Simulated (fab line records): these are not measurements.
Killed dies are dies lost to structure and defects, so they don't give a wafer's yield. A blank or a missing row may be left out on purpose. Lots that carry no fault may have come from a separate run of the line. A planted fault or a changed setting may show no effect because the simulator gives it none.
Which of the tools did it? + flow gf180mcu + Sampling: 10 lots, 30 wafers, 5 of 602 route steps

WHAT THE GAUGES READ, wafer by wafer
GF_DNWELL_TW_MEAS_09. Usual: DNWELL_TW typically reads 1345, with standard deviation 12.
| lot  | measured    | on           | DNWELL_TW      | flag |
|------|-------------|--------------|----------------|------|
| L818 | day 2 19:25 | filmMetro-01 | 1338 1336 1330 |      |
| L819 | day 3 00:24 | filmMetro-03 | 1345 1337 1339 |      |
| L823 | day 3 20:05 | filmMetro-03 | 1344 1341 1356 |      |
| L828 | day 5 00:39 | filmMetro-03 | 1349 1344 1353 |      |
| L829 | day 5 05:35 | filmMetro-01 | 1338 1326 1342 |      |
| L833 | day 6 02:48 | filmMetro-03 | 1355 1345 1347 |      |
| L836 | day 6 20:08 | filmMetro-01 | 1328 1332 1333 |      |
| L837 | day 7 00:42 | filmMetro-01 | 1326 1331 1329 |      |
| L838 | day 7 07:35 | filmMetro-02 | 1359 1348 1348 |      |
| L839 | day 7 10:56 | filmMetro-01 | 1337 1327 1338 |      |

GF_LVPWELL_OVL_MEAS_07. Usual: LVPWELL_OVL typically reads -0.7 nm, with standard deviation 1.5.
| lot  | measured    | on         | LVPWELL_OVL (nm)  | flag |
|------|-------------|------------|-------------------|------|
| L818 | day 3 20:46 | overlay-02 | -0.7 -0.4 -1.4    |      |
| L819 | day 4 02:25 | overlay-01 | -2.0 -2.8 -2.6    |      |
| L823 | day 4 22:43 | overlay-02 | -1.1 0.2 0.1      |      |
| L828 | day 6 06:40 | overlay-02 | 203.8 205.0 204.7 | OFF  |
| L829 | day 6 10:43 | overlay-02 | 205.5 205.4 207.1 | OFF  |
| L833 | day 7 09:49 | overlay-01 | 0.9 -0.5 -1.2     |      |
| L836 | day 8 04:08 | overlay-02 | -1.5 -0.7 -1.9    |      |
| L837 | day 8 09:53 | overlay-02 | 2.2 0.7 2.0       |      |
| L838 | day 8 16:27 | overlay-02 | 0.6 0.6 0.9       |      |
| L839 | day 8 19:46 | overlay-01 | -1.4 0.0 -1.0     |      |

GF_HV_LDD_OVL_MEAS_47. Usual: HV_LDD_03_OVL typically reads 0.2 nm, with standard deviation 1.6.
| lot  | measured     | on         | HV_LDD_03_OVL (nm) | flag |
|------|--------------|------------|--------------------|------|
| L818 | day 12 09:49 | overlay-02 | -0.5 1.1 0.7       |      |
| L819 | day 12 18:10 | overlay-01 | -1.3 -2.0 -1.8     |      |
| L823 | day 13 22:12 | overlay-02 | 0.3 -2.2 0.2       |      |
| L828 | day 15 20:45 | overlay-02 | -1.6 -1.3 -1.7     |      |
| L829 | day 16 03:14 | overlay-02 | 0.7 2.3 0.9        |      |
| L833 | day 17 13:50 | overlay-01 | 0.0 1.5 0.9        |      |
| L836 | day 18 11:16 | overlay-02 | 0.3 1.8 3.1        |      |
| L837 | day 19 00:26 | overlay-01 | 0.1 0.9 0.9        |      |
| L838 | day 19 08:26 | overlay-01 | 0.4 1.4 0.6        |      |
| L839 | day 19 13:11 | overlay-01 | 2.5 2.1 2.3        |      |

WHAT TOOL EACH LOT RAN ON (gives the tool, then ch and the chambers of the sampled wafers, and finally the start)
| lot  | GF_LVPWELL_EXPOSE_04              | GF_VT_IMPLANT_STRIP_20              |
|------|-----------------------------------|-------------------------------------|
| L818 | ilineStepper-01 ch 0, day 3 15:24 | plasmaAsher-02 ch 0,1, day 6 06:29  |
| L819 | ilineStepper-02 ch 0, day 3 20:11 | plasmaAsher-04 ch 0,1, day 6 12:48  |
| L823 | ilineStepper-02 ch 0, day 4 16:10 | plasmaAsher-03 ch 1, day 7 12:49    |
| L828 | ilineStepper-02 ch 0, day 5 23:08 | plasmaAsher-03 ch 0,1, day 8 23:52  |
| L829 | ilineStepper-02 ch 0, day 6 03:50 | plasmaAsher-03 ch 0,1, day 9 03:51  |
| L833 | ilineStepper-01 ch 0, day 7 02:08 | plasmaAsher-02 ch 0,1, day 10 06:49 |
| L836 | ilineStepper-01 ch 0, day 7 20:06 | plasmaAsher-03 ch 0,1, day 11 01:00 |
| L837 | ilineStepper-01 ch 0, day 8 01:33 | plasmaAsher-02 ch 0,1, day 11 08:34 |
| L838 | ilineStepper-01 ch 0, day 8 08:14 | plasmaAsher-04 ch 0,1, day 11 15:50 |
| L839 | ilineStepper-01 ch 0, day 8 11:58 | plasmaAsher-04 ch 0,1, day 11 20:10 |
- GF_LVPWELL_EXPOSE_04: exposes mask LVPWELL, target cd 600 nm.
- GF_VT_IMPLANT_STRIP_20: strips in O2/N2.

AS READ BY THE TOOLS THEMSELVES (means over the sampled wafers that have a number; for cases with no such wafer, the mark the record gives instead)
GF_LVPWELL_EXPOSE_04. Usual: exposureDoseMJCm2 at 260.04, with a standard deviation of 0.25.
| lot  | tool            | exposureDoseMJCm2 | flag |
|------|-----------------|-------------------|------|
| L818 | ilineStepper-01 | 260.00            |      |
| L819 | ilineStepper-02 | 260.36            |      |
| L823 | ilineStepper-02 | 260.05            |      |
| L828 | ilineStepper-02 | 260.30            |      |
| L829 | ilineStepper-02 | 260.28            |      |
| L833 | ilineStepper-01 | 260.11            |      |
| L836 | ilineStepper-01 | 259.95            |      |
| L837 | ilineStepper-01 | 260.22            |      |
| L838 | ilineStepper-01 | 259.99            |      |
| L839 | ilineStepper-01 | 260.15            |      |

GF_VT_IMPLANT_STRIP_20. Usual: drypumpMotorCurrentA 5.9 A, standard deviation 0.59; heaterPowerW 338 W, standard deviation 20; oesProductAu 0.716 a.u., standard deviation 0.0041; platenTempC 250.00 C, standard deviation 0.18; stripTimeToEndpointS 12.62 s, standard deviation 0.037.
| lot  | tool           | drypumpMotorCurrentA (A) | heaterPowerW (W) | oesProductAu (a.u.) | platenTempC (C) | stripTimeToEndpointS (s) | flag |
|------|----------------|--------------------------|------------------|---------------------|-----------------|--------------------------|------|
| L818 | plasmaAsher-02 | 6.0                      | 347              | 0.712               | 249.94          | 12.63                    |      |
| L819 | plasmaAsher-04 | 6.1                      | 339              | 0.718               | 250.01          | 12.67                    |      |
| L823 | plasmaAsher-03 | 6.0                      | 307              | 0.712               | 249.90          | 12.71                    |      |
| L828 | plasmaAsher-03 | 6.4                      | 338              | 0.718               | 250.05          | 12.62                    |      |
| L829 | plasmaAsher-03 | 6.4                      | 342              | 0.715               | 250.07          | 12.61                    |      |
| L833 | plasmaAsher-02 | 5.8                      | 333              | 0.715               | 250.02          | 12.59                    |      |
| L836 | plasmaAsher-03 | 6.4                      | 340              | 0.716               | 249.83          | 12.60                    |      |
| L837 | plasmaAsher-02 | 5.8                      | 326              | 0.714               | 249.76          | 12.59                    |      |
| L838 | plasmaAsher-04 | 6.0                      | 336              | 0.717               | 249.96          | 12.61                    |      |
| L839 | plasmaAsher-04 | 6.0                      | 341              | 0.716               | 250.01          | 12.59                    |      |

THE ANSWER, worked out from the rows above alone
Rule: a lot counts as off when the mean over its wafers that have a number is more than 3 standard deviations away from the usual mean. A lot without any number at a reading at which 4 lots or more have one is off too. Any other lot the step has rows for is counted as sound. Order of review: gauges by route order, followed by the tools' own readings, for which a lot's mean as printed above is used. The first step at which some lot is off is used, and at that step the reading that is off furthest; a lot without a number counts as furthest.
Off: L828, L829, seen at GF_LVPWELL_OVL_MEAS_07 (LVPWELL_OVL).
A tool fits if, at a process step before that reading, it ran every lot that is off, and no sound lot after the first of them. The gauges at GF_LVPWELL_OVL_MEAS_07 are tried like those tools. One candidate fits, namely ilineStepper-02 at GF_LVPWELL_EXPOSE_04. A fault onset in the window from L823 (day 4 16:10, its last sound lot) to L828 (day 5 23:08, its first lot off) fits.

WHAT THE SIMULATOR HAD INSERTED
Scanner matching overlay: ilineStepper-02, from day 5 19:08 on, at GF_LVPWELL_EXPOSE_04. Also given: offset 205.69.
Struck lots among those shown: L828, L829. The rule given above showed the same thing.
